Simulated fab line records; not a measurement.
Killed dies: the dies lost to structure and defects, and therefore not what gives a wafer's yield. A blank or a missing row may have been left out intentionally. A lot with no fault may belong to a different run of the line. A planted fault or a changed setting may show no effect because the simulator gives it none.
Check of tool commonality / flow sky130 / 36 wafers sampled across 12 lots

## THE REASON FOR OPENING IT
At SKY_VT_ADJUST_HVTP_TW_MEAS_11 the reading VT_ADJUST_HVTP_TW is flagged on 2 of 12 lots. Fault-free wafers read 1351, with a standard deviation of 14.
Rule: flag the lot when none of its wafers has a number, or when each of its wafers that has one lies beyond 4 standard deviations from that mean. The other lots count as sound.

lot=L379; measured=day 6 08:14; on=film metro-01; VT_ADJUST_HVTP_TW, wafer by wafer=1359 1354 1355; flag=
lot=L380; measured=day 6 09:24; on=film metro-03; VT_ADJUST_HVTP_TW, wafer by wafer=1334 1327 1333; flag=
lot=L382; measured=day 6 21:38; on=film metro-01; VT_ADJUST_HVTP_TW, wafer by wafer=1197 1190 1198; flag=FLAGGED
lot=L384; measured=day 7 06:50; on=film metro-03; VT_ADJUST_HVTP_TW, wafer by wafer=1334 1336 1331; flag=
lot=L385; measured=day 7 15:35; on=film metro-01; VT_ADJUST_HVTP_TW, wafer by wafer=1190 1189 1190; flag=FLAGGED
lot=L394; measured=day 10 06:03; on=film metro-01; VT_ADJUST_HVTP_TW, wafer by wafer=1356 1356 1359; flag=
lot=L395; measured=day 10 12:02; on=film metro-04; VT_ADJUST_HVTP_TW, wafer by wafer=1378 1372 1369; flag=
lot=L396; measured=day 10 15:55; on=film metro-01; VT_ADJUST_HVTP_TW, wafer by wafer=1351 1357 1345; flag=
lot=L397; measured=day 10 22:08; on=film metro-03; VT_ADJUST_HVTP_TW, wafer by wafer=1329 1334 1336; flag=
lot=L400; measured=day 11 22:29; on=film metro-03; VT_ADJUST_HVTP_TW, wafer by wafer=1347 1339 1339; flag=
lot=L401; measured=day 12 01:41; on=film metro-04; VT_ADJUST_HVTP_TW, wafer by wafer=1374 1376 1380; flag=
lot=L402; measured=day 12 04:17; on=film metro-01; VT_ADJUST_HVTP_TW, wafer by wafer=1352 1351 1355; flag=
Average over the flagged lots: 1192; offset from the usual -159, equal to -11 standard deviations.

## TOOL THAT RAN EACH LOT
The record holds 2 process steps before the reading, out of a route of 708 steps. Read each cell as the tool, then ch plus the chambers that the sampled wafers visited, then the start.
lot=L379; flag=; SKY_FIELD_ISO_STRIP_16=plasma asher-01 ch 1, day 2 09:26; SKY_VT_ADJUST_HVTP_IMPLANT_09=implanter-01 ch 0, day 6 07:59
lot=L380; flag=; SKY_FIELD_ISO_STRIP_16=plasma asher-02 ch 0,1, day 2 10:05; SKY_VT_ADJUST_HVTP_IMPLANT_09=implanter-01 ch 0, day 6 09:11
lot=L382; flag=FLAGGED; SKY_FIELD_ISO_STRIP_16=plasma asher-03 ch 1, day 2 19:27; SKY_VT_ADJUST_HVTP_IMPLANT_09=implanter-01 ch 0, day 6 21:23
lot=L384; flag=; SKY_FIELD_ISO_STRIP_16=plasma asher-02 ch 0,1, day 3 05:54; SKY_VT_ADJUST_HVTP_IMPLANT_09=implanter-02 ch 0, day 7 06:37
lot=L385; flag=FLAGGED; SKY_FIELD_ISO_STRIP_16=plasma asher-01 ch 0,1, day 3 12:17; SKY_VT_ADJUST_HVTP_IMPLANT_09=implanter-01 ch 0, day 7 15:20
lot=L394; flag=; SKY_FIELD_ISO_STRIP_16=plasma asher-01 ch 0,1, day 5 12:59; SKY_VT_ADJUST_HVTP_IMPLANT_09=implanter-02 ch 0, day 10 05:50
lot=L395; flag=; SKY_FIELD_ISO_STRIP_16=plasma asher-01 ch 0,1, day 5 16:30; SKY_VT_ADJUST_HVTP_IMPLANT_09=implanter-02 ch 0, day 10 11:47
lot=L396; flag=; SKY_FIELD_ISO_STRIP_16=plasma asher-01 ch 0,1, day 5 21:32; SKY_VT_ADJUST_HVTP_IMPLANT_09=implanter-04 ch 0, day 10 15:42
lot=L397; flag=; SKY_FIELD_ISO_STRIP_16=plasma asher-01 ch 0,1, day 6 03:08; SKY_VT_ADJUST_HVTP_IMPLANT_09=implanter-01 ch 0, day 10 21:54
lot=L400; flag=; SKY_FIELD_ISO_STRIP_16=plasma asher-03 ch 1, day 6 20:32; SKY_VT_ADJUST_HVTP_IMPLANT_09=implanter-04 ch 0, day 11 22:14
lot=L401; flag=; SKY_FIELD_ISO_STRIP_16=plasma asher-03 ch 0,1, day 6 23:26; SKY_VT_ADJUST_HVTP_IMPLANT_09=implanter-01 ch 0, day 12 01:27
lot=L402; flag=; SKY_FIELD_ISO_STRIP_16=plasma asher-03 ch 0,1, day 7 04:53; SKY_VT_ADJUST_HVTP_IMPLANT_09=implanter-04 ch 0, day 12 04:03
What these steps do:
- SKY_FIELD_ISO_STRIP_16: strips in O2/N2.
- SKY_VT_ADJUST_HVTP_IMPLANT_09
- SKY_VT_ADJUST_HVTP_TW_MEAS_11

## FLAGGED AGAINST TOTAL, ONE TOOL AT A TIME (gauges that did the reading follow at the end)
step=SKY_FIELD_ISO_STRIP_16; tool=plasma asher-01; lots run=6; flagged=1; share of the flagged lots=some; sound lots run after its first flagged lot=4 (L394,L395,L396,L397)
step=SKY_FIELD_ISO_STRIP_16; tool=plasma asher-02; lots run=2; flagged=0; share of the flagged lots=none; sound lots run after its first flagged lot=-
step=SKY_FIELD_ISO_STRIP_16; tool=plasma asher-03; lots run=4; flagged=1; share of the flagged lots=some; sound lots run after its first flagged lot=3 (L400,L401,L402)
step=SKY_VT_ADJUST_HVTP_IMPLANT_09; tool=implanter-01; lots run=6; flagged=2; share of the flagged lots=all; sound lots run after its first flagged lot=2 (L397,L401)
step=SKY_VT_ADJUST_HVTP_IMPLANT_09; tool=implanter-02; lots run=3; flagged=0; share of the flagged lots=none; sound lots run after its first flagged lot=-
step=SKY_VT_ADJUST_HVTP_IMPLANT_09; tool=implanter-04; lots run=3; flagged=0; share of the flagged lots=none; sound lots run after its first flagged lot=-
step=SKY_VT_ADJUST_HVTP_TW_MEAS_11; tool=film metro-01; lots run=6; flagged=2; share of the flagged lots=all; sound lots run after its first flagged lot=3 (L394,L396,L402)
step=SKY_VT_ADJUST_HVTP_TW_MEAS_11; tool=film metro-03; lots run=4; flagged=0; share of the flagged lots=none; sound lots run after its first flagged lot=-
step=SKY_VT_ADJUST_HVTP_TW_MEAS_11; tool=film metro-04; lots run=2; flagged=0; share of the flagged lots=none; sound lots run after its first flagged lot=-

## WHAT THE TABLE PERMITS
implanter-01 at SKY_VT_ADJUST_HVTP_IMPLANT_09 and film metro-01 at SKY_VT_ADJUST_HVTP_TW_MEAS_11 are the 2 rows of the table that ran each flagged lot.
- implanter-01 at SKY_VT_ADJUST_HVTP_IMPLANT_09: 2 of its 6 lots flagged. Sound lots followed the first flagged one (L397, L401) on it, something a lasting fault affecting the whole tool could not allow.
- film metro-01 at SKY_VT_ADJUST_HVTP_TW_MEAS_11: 2 of its 6 lots flagged. Sound lots followed the first flagged one (L394, L396, L402) on it, something a lasting fault affecting the whole tool could not allow.
Not one row of the table ran every flagged lot while running no sound lot after the first.

## WHAT WAS PUT IN BY THE SIMULATOR
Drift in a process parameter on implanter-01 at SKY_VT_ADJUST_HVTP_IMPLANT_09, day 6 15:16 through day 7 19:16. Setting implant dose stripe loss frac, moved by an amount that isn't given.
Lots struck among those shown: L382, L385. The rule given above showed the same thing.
